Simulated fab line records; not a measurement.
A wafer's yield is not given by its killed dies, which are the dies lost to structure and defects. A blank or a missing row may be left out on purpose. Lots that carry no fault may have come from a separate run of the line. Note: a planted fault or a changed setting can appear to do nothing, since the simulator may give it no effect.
Which of the tools did it? / flow gf180mcu / 14 lots, 42 wafers sampled, at 2 steps of a route of 602

WHAT THE GAUGES READ, wafer by wafer
GF_POLY_GATE_CD_MEAS_10: target cd 280 nm. Usual: cd_nm reads 280.4 nm (standard deviation 1.1).
lot=L770; measured=day 9 20:05; on=cd_sem-01; cd_nm (nm)=280.3 280.4 279.8; flag=
lot=L771; measured=day 10 05:23; on=cd_sem-01; cd_nm (nm)=281.5 280.6 280.2; flag=
lot=L772; measured=day 10 07:29; on=cd_sem-01; cd_nm (nm)=280.1 280.5 278.9; flag=
lot=L773; measured=day 10 16:35; on=cd_sem-01; cd_nm (nm)=280.9 280.5 279.6; flag=
lot=L774; measured=day 10 21:28; on=cd_sem-01; cd_nm (nm)=278.9 279.7 280.3; flag=
lot=L776; measured=day 11 11:14; on=cd_sem-02; cd_nm (nm)=282.0 280.2 279.9; flag=
lot=L777; measured=day 11 21:05; on=cd_sem-01; cd_nm (nm)=281.8 282.1 280.9; flag=
lot=L778; measured=day 12 05:31; on=cd_sem-02; cd_nm (nm)=280.0 280.8 281.3; flag=
lot=L784; measured=day 13 22:50; on=cd_sem-01; cd_nm (nm)=279.8 279.0 279.6; flag=
lot=L785; measured=day 14 04:28; on=cd_sem-01; cd_nm (nm)=280.8 281.2 281.1; flag=
lot=L786; measured=day 14 10:55; on=cd_sem-02; cd_nm (nm)=279.3 279.7 278.9; flag=
lot=L788; measured=day 15 00:37; on=cd_sem-02; cd_nm (nm)=280.8 280.9 280.3; flag=
lot=L790; measured=day 15 16:56; on=cd_sem-02; cd_nm (nm)=280.0 280.1 279.4; flag=
lot=L791; measured=day 16 06:11; on=cd_sem-01; cd_nm (nm)=280.9 280.8 280.3; flag=

GF_HV_LDD_CD_MEAS_19: target cd 400 nm. Usual: cd_nm reads 400.9 nm (standard deviation 2.5).
lot=L770; measured=day 11 10:34; on=cd_sem-01; cd_nm (nm)=403.9 403.0 403.7; flag=
lot=L771; measured=day 11 19:34; on=cd_sem-01; cd_nm (nm)=398.2 398.7 399.3; flag=
lot=L772; measured=day 11 22:47; on=cd_sem-01; cd_nm (nm)=395.9 399.9 398.6; flag=
lot=L773; measured=day 12 08:56; on=cd_sem-02; cd_nm (nm)=402.1 401.9 401.4; flag=
lot=L774; measured=day 12 12:55; on=cd_sem-02; cd_nm (nm)=400.6 399.8 400.1; flag=
lot=L776; measured=day 13 04:47; on=cd_sem-01; cd_nm (nm)=400.2 401.0 402.0; flag=
lot=L777; measured=day 13 13:16; on=cd_sem-01; cd_nm (nm)=403.4 402.3 401.5; flag=
lot=L778; measured=day 13 23:01; on=cd_sem-01; cd_nm (nm)=401.2 400.0 399.6; flag=
lot=L784; measured=day 15 19:43; on=cd_sem-01; cd_nm (nm)=397.9 398.6 401.2; flag=
lot=L785; measured=day 16 01:12; on=cd_sem-02; cd_nm (nm)=406.1 405.2 406.0; flag=
lot=L786; measured=day 16 07:37; on=cd_sem-02; cd_nm (nm)=408.4 407.2 404.4; flag=
lot=L788; measured=day 16 23:08; on=cd_sem-01; cd_nm (nm)=399.6 399.5 400.2; flag=
lot=L790; measured=day 17 16:38; on=cd_sem-01; cd_nm (nm)=400.0 401.1 401.1; flag=
lot=L791; measured=day 18 06:44; on=cd_sem-02; cd_nm (nm)=399.5 400.5 397.3; flag=

TOOL THAT RAN EACH LOT (tool first, then ch and the chambers of the sampled wafers, then the start)
Before these readings, the record contains no process step.

AS READ BY THE TOOLS THEMSELVES (means over the sampled wafers that have a number; for cases with no such wafer, the mark the record gives instead)
The record holds no such reading with a usual standard deviation.

THE ANSWER, worked out from the rows above alone
Rule: take the mean of a lot's wafers that have a number; if it is more than 3 standard deviations from the usual mean, the lot is off. A lot without any number at a reading at which 4 lots or more have one is off too. Any other lot the step has rows for is counted as sound. After the gauges, taken in route order, come the tools' own readings; for these a lot's mean is taken, as printed above. The first step at which some lot is off is used, and at that step the reading that is off furthest; a lot without a number counts as furthest.
No lot is off on any of the readings shown, so nothing can be concluded from this.

WHAT THE SIMULATOR HAD PUT IN
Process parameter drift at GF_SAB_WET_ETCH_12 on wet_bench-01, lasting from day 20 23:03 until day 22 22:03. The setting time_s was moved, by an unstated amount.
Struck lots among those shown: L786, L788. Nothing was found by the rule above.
